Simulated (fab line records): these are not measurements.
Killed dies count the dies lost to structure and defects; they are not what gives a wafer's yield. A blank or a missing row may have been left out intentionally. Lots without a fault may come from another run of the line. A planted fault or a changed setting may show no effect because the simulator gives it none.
Which tool was responsible?	flow gf180mcu	at 1 step of a route of 602, 24 lots with 72 wafers sampled

WHAT THE GAUGES READ, wafer by wafer
GF_HV_LDD_TW_MEAS_23. Usual: HV_LDD_2_TW 1052, standard deviation 12.
lot	measured	on	HV_LDD_2_TW	flag
L074	day 10 18:12	filmMetro-02	1071 1066 1065	
L075	day 10 22:20	filmMetro-04	1049 1045 1043	
L076	day 11 09:22	filmMetro-03	1047 1053 1058	
L077	day 11 17:30	filmMetro-04	1036 1037 1042	
L078	day 12 00:04	filmMetro-04	1041 1031 1033	
L079	day 12 07:26	filmMetro-04	1036 1035 1037	
L080	day 12 17:31	filmMetro-02	1055 1061 1062	
L081	day 12 19:24	filmMetro-03	1049 1055 1053	
L082	day 13 11:05	filmMetro-02	1063 1064 1061	
L083	day 13 17:07	filmMetro-04	1034 1037 1037	
L084	day 14 03:10	filmMetro-04	1040 1045 1044	
L085	day 14 11:07	filmMetro-02	1065 1069 1067	
L086	day 14 20:52	filmMetro-02	1072 1065 1071	
L087	day 15 06:53	filmMetro-02	1076 1067 1070	
L088	day 15 07:09	filmMetro-02	1073 1072 1073	
L089	day 15 18:26	filmMetro-04	1037 1027 1031	
L090	day 16 03:13	filmMetro-03	1054 1057 1052	
L091	day 16 04:24	filmMetro-04	1051 1042 1049	
L092	day 16 16:16	filmMetro-03	1055 1057 1058	
L093	day 17 06:20	filmMetro-03	1056 1054 1049	
L094	day 17 06:38	filmMetro-03	1046 1053 1052	
L095	day 17 15:59	filmMetro-04	1046 1048 1046	
L096	day 17 23:15	filmMetro-02	1062 1074 1064	
L097	day 18 07:10	filmMetro-04	1037 1040 1050	

WHAT TOOL EACH LOT RAN ON (gives the tool, then ch and the chambers of the sampled wafers, and finally the start)
The record holds no process step before these readings.

AS READ BY THE TOOLS THEMSELVES (means over the sampled wafers that have a number; for cases with no such wafer, the mark the record gives instead)
The record holds no such reading with a usual standard deviation.

THE ANSWER, worked out from the rows above alone
Rule: a lot is off if the mean of its wafers that have a number lies more than 3 standard deviations from the usual mean. Also off: a lot with no number at a reading for which 4 or more lots have one. All remaining lots with rows at the step are treated as sound. Order of review: gauges by route order, followed by the tools' own readings, for which a lot's mean as printed above is used. At the first step where some lot is off, the reading lying furthest off is the one used; lots without a number count as furthest.
Nothing can be told from this: no lot is off at any reading shown.

WHAT WAS PUT IN BY THE SIMULATOR
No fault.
